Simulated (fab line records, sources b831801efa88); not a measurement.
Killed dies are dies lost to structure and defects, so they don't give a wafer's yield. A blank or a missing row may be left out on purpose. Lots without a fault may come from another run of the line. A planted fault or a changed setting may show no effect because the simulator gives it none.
Split-lot experiment | flow sky130 | 5 lots, 23 wafers read, on a route of 708 steps

THE SPLIT
At SKY_LI_CONTACT_ETCH_15 (etches PSG in C4F8/O2/Ar, stops on Si, target depth 600 nm), the setting source_w was moved away from the recipe's 1500 W on 8 of the 23 wafers read, by -11.9% to -9.6%. The other wafers ran this setting at the recipe's value.

The reading is taken at the split's own step.

THE READING
KrF-thick_of_LI_CONTACT_COAT_07.thk_nm (the simulator's own value, which no gauge read), in nm, at SKY_LI_CONTACT_ETCH_15 (etches PSG in C4F8/O2/Ar, stops on Si, target depth 600 nm). The file gives no usual value for it. The 15 wafers here that ran the recipe average 231.0 nm, standard deviation 2.6 nm.

wafer  | tool, chamber at the split | source_w as run, W | against the recipe | KrF-thick_of_LI_CONTACT_COAT_07.thk_nm, nm | against lot-mates on the recipe
L075.1 | rie_diel-04, 0             | 1500               | recipe             | 234.3                                      | -
L075.2 | rie_diel-04, 3             | 1500               | recipe             | 226.8                                      | -
L075.5 | rie_diel-04, 3             | 1500               | recipe             | 227.6                                      | -
L076.1 | rie_diel-02, 2             | 1500               | recipe             | 235.3                                      | -
L076.3 | rie_diel-02, 3             | 1321               | -11.9%             | 245.6                                      | +11.3
L076.4 | rie_diel-02, 1             | 1321               | -11.9%             | 242.2                                      | +7.9
L076.5 | rie_diel-02, 1             | 1500               | recipe             | 233.3                                      | -
L076.6 | rie_diel-02, 0             | 1321               | -11.9%             | 243.7                                      | +9.4
L077.1 | rie_diel-04, 2             | 1350               | -10.0%             | 237.2                                      | +7.6
L077.2 | rie_diel-04, 1             | 1350               | -10.0%             | 240.6                                      | +11.0
L077.3 | rie_diel-04, 3             | 1350               | -10.0%             | 234.7                                      | +5.1
L077.5 | rie_diel-04, 3             | 1500               | recipe             | 227.1                                      | -
L077.6 | rie_diel-04, 0             | 1500               | recipe             | 232.1                                      | -
L082.1 | rie_diel-02, 3             | 1500               | recipe             | 230.8                                      | -
L082.2 | rie_diel-02, 1             | 1500               | recipe             | 229.4                                      | -
L082.4 | rie_diel-02, 2             | 1500               | recipe             | 233.5                                      | -
L082.5 | rie_diel-02, 3             | 1500               | recipe             | 230.9                                      | -
L082.6 | rie_diel-02, 2             | 1500               | recipe             | 234.1                                      | -
L083.1 | rie_diel-01, 2             | 1356               | -9.6%              | 237.7                                      | +7.8
L083.3 | rie_diel-01, 0             | 1500               | recipe             | 229.5                                      | -
L083.4 | rie_diel-01, 1             | 1500               | recipe             | 230.3                                      | -
L083.5 | rie_diel-01, 2             | 1356               | -9.6%              | 235.6                                      | +5.7
L083.6 | rie_diel-01, 0             | 1500               | recipe             | 229.8                                      | -

THE FIT
A straight line over all 23 wafers: KrF-thick_of_LI_CONTACT_COAT_07.thk_nm changes by -0.85 nm for each +1% of source_w; r = -0.84; the points scatter about the line by 2.9 nm.
The same after taking each lot's own level away (the mean of its wafers on the recipe; 23 wafers): -0.779 nm for each +1%; r = -0.89; scatter 2.1 nm.
On that fit, the largest move of source_w shifts the reading by 9.3 nm.
The lots' own levels span 229.57 to 234.30 nm, that is 1.8 times the standard deviation above.
So the lot-to-lot level changes the slope little: the two slopes agree.
Check: with one of the wafers moved furthest among these (-11.9%) left out of the fit, the line predicts +8.9 nm for it against its lot-mates. It came out at +11.3 nm against them.

OTHER SPLITS ON THESE WAFERS
These wafers also went through other splits before the reading. Each is held against what the fit with the lots' levels taken away leaves over:
other split on the same wafers     | wafers away from the commonest value | r with KrF-thick_of_LI_CONTACT_COAT_07.thk_nm (lot level and that fit taken away)
SKY_POLY_GATE_IMPLANT_02 dose_cm2  | 10                                   | -0.22
SKY_POLY_GATE_ETCH_16 time_s       | 11                                   | +0.13
SKY_LDD_N_IMPLANT_09 energy_kev    | 7                                    | -0.02
SKY_LDD_HVN_IMPLANT_08 energy_kev  | 6                                    | +0.01
SKY_SD_P_DEVELOP_06 develop_time_s | 10                                   | -0.34
SKY_SD_N_IMPLANT_09 energy_kev     | 6                                    | -0.22
SKY_SD_N_IMPLANT_10 energy_kev     | 5                                    | -0.09

THE FILE'S OWN FIT
KrF-thick_of_LI_CONTACT_COAT_07.thk_nm changes by -0.772 nm for each +1% of source_w, r = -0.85.
